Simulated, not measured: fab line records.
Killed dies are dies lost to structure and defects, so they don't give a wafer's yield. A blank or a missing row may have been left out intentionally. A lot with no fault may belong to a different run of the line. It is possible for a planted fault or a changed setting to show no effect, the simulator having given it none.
Comparing a struck lot with a sound one -- flow sky130 -- 14 out of 708 route steps
Sound: wafers L434.4, L434.5, L434.6. The struck wafers were L431.1, L431.3, L431.5. The cause comes at the end.
For every step that has rows: the tool of each side, followed by ch and its chambers, followed by its first start. Under that, the readings that differ: sound wafers -- struck wafers -- difference of the means -- sigmas: that difference in standard deviations of wafers without a fault.
alike: a reading whose means differ by less than 2 such deviations, as well as words and numbers matching on both sides. not compared: withheld readings; readings where some wafer has no value; bounds like >300 that might hide an equal value; numbers whose values overlap and for which the record gives no deviation.
The two part at a step that has a row with sigmas, a row that says differs or no value, or rows on one side only. Numbers that don't overlap but have no deviation are shown without sigmas and don't part them. Lack of a reading on every wafer of one side parts them only where that side has two or more wafers.

SKY_FIELD_ISO_ETCH_14: etches BARC in N2/H2, stops on SiO2, time 45.9 s, target depth 60 nm.
  sound on rieDiel-03 ch 1,2, day 6 10:23; struck on rieDiel-04 ch 0,1, day 5 19:10
  alike: drypumpMotorCurrentA, oesProductAu, throttleValvePct
  not compared: rfHoursCounterH
SKY_FIELD_ISO_ETCH_15: etches the open film in CHF3/O2, stops on Si, target depth 180 nm, time 72 s.
  sound on rieDiel-03 ch 1,2, day 6 10:26; struck on rieDiel-04 ch 0,1, day 5 19:12
  alike: drypumpMotorCurrentA, oesProductAu, throttleValvePct
  not compared: rfHoursCounterH
SKY_FIELD_ISO_STRIP_16: strips in O2/N2.
  sound on plasmaAsher-03 ch 0,1, day 6 10:31; struck on plasmaAsher-04 ch 0,1, day 5 19:16
  alike: drypumpMotorCurrentA, oesProductAu, stripTimeToEndpointS
  not compared: rfHoursCounterH
SKY_FIELD_ISO_ETCH_17: etches Si in HBr/Cl2/O2, target depth 342 nm, time 97.7 s.
  sound on rieSi-02 ch 0,1, day 6 10:35; struck on rieSi-01 ch 0,1, day 5 19:22
  alike: drypumpMotorCurrentA, oesProductAu, throttleValvePct
  not compared: rfHoursCounterH
then, 5 steps without rows for these wafers: SKY_FIELD_ISO_WET_ETCH_18 (etches Si3N4 in H3PO4, target depth 25 nm, time 286 s); SKY_FIELD_ISO_CLEAN_19 (cleans in SC1/SC2, time 150 s); SKY_FIELD_ISO_CLEAN_20 (cleans in dHF, time 20 s); SKY_FIELD_ISO_WET_ETCH_21 (etches SiO2 in dHF, target depth 20 nm, time 400 s); SKY_FIELD_ISO_OXIDATION_22 (stabilise 600 s, purge 300 s, target thk 10 nm).
SKY_FIELD_ISO_THK_MEAS_23:
  sound on filmMetro-02 at day 6 13:12; struck on filmMetro-02 at day 5 20:53
  alike: FIELD_ISO_OXIDATION_01_THK
then, 1 step without rows for these wafers: SKY_FIELD_ISO_CVD_24 (deposits SiO2, target thk 595 nm, time 99.2 s).
SKY_FIELD_ISO_THK_MEAS_25:
  sound on filmMetro-01 at day 6 13:20; struck on filmMetro-01 at day 5 21:01
  alike: FIELD_ISO_CVD_24_THK
SKY_FIELD_ISO_ANNEAL_26: time 1800 s.
  struck on furnace-01, day 5 21:04; sound on furnace-01 ch 0, day 6 13:22
  no value came back on the struck wafers for spikeTcBottomC (C), spikeTcCentreC (C), zonePowerTopPct (%); on the sound wafers spikeTcBottomC (C) reads 1018.9 1020.0 1020.8
SKY_FIELD_ISO_CMP_27: polishes, stops on Si3N4, t overpolish 16 s, target thk 457.8 nm.
  sound on cmp-02 ch 1,2, day 6 14:55; struck on cmp-02 ch 0,2, day 5 22:37
  alike: motorCurrentA, overpolishRunS, timeToEndpointS

== WHERE THEY PART ==
Only at SKY_FIELD_ISO_ANNEAL_26, within this record. Later steps at which nothing parts them and some readings are alike: SKY_FIELD_ISO_CMP_27.

WHY: the cause the simulator had injected
Entire step skipped (furnace-01, SKY_FIELD_ISO_ANNEAL_26), from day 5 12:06 onward. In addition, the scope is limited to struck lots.
